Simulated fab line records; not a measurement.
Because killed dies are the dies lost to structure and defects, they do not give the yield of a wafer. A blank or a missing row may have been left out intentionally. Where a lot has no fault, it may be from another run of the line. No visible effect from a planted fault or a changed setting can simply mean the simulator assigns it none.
Struck lot and sound lot, side by side | flow sky130 | 18 out of 708 route steps
Sound: these wafers, L473.1, L473.4, L473.6. Wafers L484.1, L484.5, L484.6 were the ones struck. The cause comes at the end.
Per side, at each step with rows, come the tool, then ch with its chambers, and then its first start. Under that, the readings that differ: sound wafers | struck wafers | difference of the means | sigmas: that difference in standard deviations of wafers without a fault.
alike: readings whose means differ by less than 2 such deviations, and words and numbers that are the same on both sides. not compared: withheld readings, readings that some wafer has no value for, bounds like >300 that may hide the same value, and numbers for which the record gives no deviation and whose values overlap.
Wherever a step has rows on one side only, a row that says differs or no value, or a row with sigmas, the two part there. Numbers that have no deviation but don't overlap get no sigmas and don't part them. A reading that every wafer of one side lacks parts them only if that side has two wafers or more.

first, 1 step without rows for these wafers: SKY_VT_ADJUST_PCH_IMPLANT_08.
SKY_VT_ADJUST_PCH_STRIP_09: strips in O2/N2.
  sound on plasma_asher-02 ch 0, day 11 17:10; struck on plasma_asher-04 ch 0,1, day 15 05:50
  alike: drypump_motor_current_A, oes_product_au, strip_time_to_endpoint_s
  not compared: rf_hours_counter_h
SKY_VT_ADJUST_PCH_TW_MEAS_10:
  sound on film_metro-01, day 11 17:16; struck on film_metro-02, day 15 05:56
  reading          | sound             | struck            | difference | sigmas
  VT_ADJUST_PCH_TW | 141.7 141.2 141.6 | 143.5 144.5 143.7 | +2.4       | +2
then, 7 steps without rows for these wafers: SKY_SONOS_TUNNEL_DEHYDRATE_00 (time 60 s); SKY_SONOS_TUNNEL_HMDS_01 (prime time 60 s); SKY_SONOS_TUNNEL_COAT_02 (resist thk 1140 nm); SKY_SONOS_TUNNEL_SOFTBAKE_03 (time 60 s); SKY_SONOS_TUNNEL_EXPOSE_04 (exposes mask TUNM, target cd 410 nm); SKY_SONOS_TUNNEL_PEB_05; SKY_SONOS_TUNNEL_DEVELOP_06 (develop time 60 s).
SKY_SONOS_TUNNEL_CD_MEAS_07: the cd target is 410 nm.
  sound on cd_sem-02, day 12 17:50; struck on cd_sem-01, day 16 08:20
  alike: cd_nm
SKY_SONOS_TUNNEL_OVL_MEAS_08:
  sound on overlay-01, day 12 17:57; struck on overlay-01, day 16 08:27
  reading               | sound          | struck      | difference | sigmas
  SONOS_TUNNEL_OVL (nm) | -1.6 -1.1 -2.4 | 3.1 1.5 0.7 | +3.5       | +3
SKY_SONOS_TUNNEL_IMPLANT_09:
  sound on implanter-02 ch 0, day 12 17:59; struck on implanter-03 ch 0, day 16 08:29
  reading            | sound                           | struck                           | difference  | sigmas
  dose_ions_cm2      | 1.001e+12 1.0006e+12 1.0001e+12 | 1.5473e+12 1.5487e+12 1.5477e+12 | +5.4733e+11 | +99 or more
  faraday_current_uA | 5.65 5.73 5.96                  | 8.77 8.56 8.54                   | +2.84       | +26
then, 2 steps without rows for these wafers: SKY_SONOS_TUNNEL_WET_ETCH_10 (etches SiO2 in dHF, target depth 14 nm, time 280 s); SKY_SONOS_TUNNEL_STRIP_11 (strips in SPM, time 600 s).
SKY_SONOS_TUNNEL_TW_MEAS_12:
  sound on film_metro-01, day 12 18:24; struck on film_metro-04, day 16 08:54
  reading         | sound             | struck            | difference | sigmas
  SONOS_TUNNEL_TW | 196.9 197.1 196.5 | 225.3 223.9 225.0 | +27.9      | +20
then, 1 step without rows for these wafers: SKY_SONOS_TUNNEL_CLEAN_13 (cleans in dHF, time 20 s).
-- here the record skips 33 days between the struck wafers' starts before and after, leaving off in module SONOS_TUNNEL and picking up in module PAD_OPEN (first step shown: number 708 of the route) --
SKY_PAD_OPEN_PROBE_99:
  sound on prober-01, day 46 23:42; struck on prober-02, day 49 11:30
  reading                                 | sound                 | struck                  | difference | sigmas
  model.etest.sonos_uncharged.r_on_ohm_um | 822.5 802.6 827.9     | 865.5 871.5 849.3       | +44.4      |
  model.etest.sonos_uncharged.vt_v (V)    | -0.44 -0.4528 -0.4265 | -0.2873 -0.2602 -0.2835 | +0.1628    |
  model.etest.sonos_baked.vt_v (V)        | 0.9461 0.9598 0.9578  | 1.111 1.052 1.051       | +0.117     |
  model.etest.sonos_erased.vt_v (V)       | -2.165 -2.328 -2.161  | -2.021 -1.959 -2.033    | +0.214     |
  alike: killed_at_M0_to_M3, killed_at_M4_up, killed_at_contacts, killed_at_front_end, killed_at_other, killed_dies, killed_open, killed_short
  not compared: model.etest.sonos_programmed.vt_v

WHERE THEY PART
Earliest at SKY_VT_ADJUST_PCH_TW_MEAS_10; latest, in this record, at SKY_SONOS_TUNNEL_TW_MEAS_12. Later steps at which nothing parts them and some readings are alike: SKY_PAD_OPEN_PROBE_99.

WHY: what the simulator had put in
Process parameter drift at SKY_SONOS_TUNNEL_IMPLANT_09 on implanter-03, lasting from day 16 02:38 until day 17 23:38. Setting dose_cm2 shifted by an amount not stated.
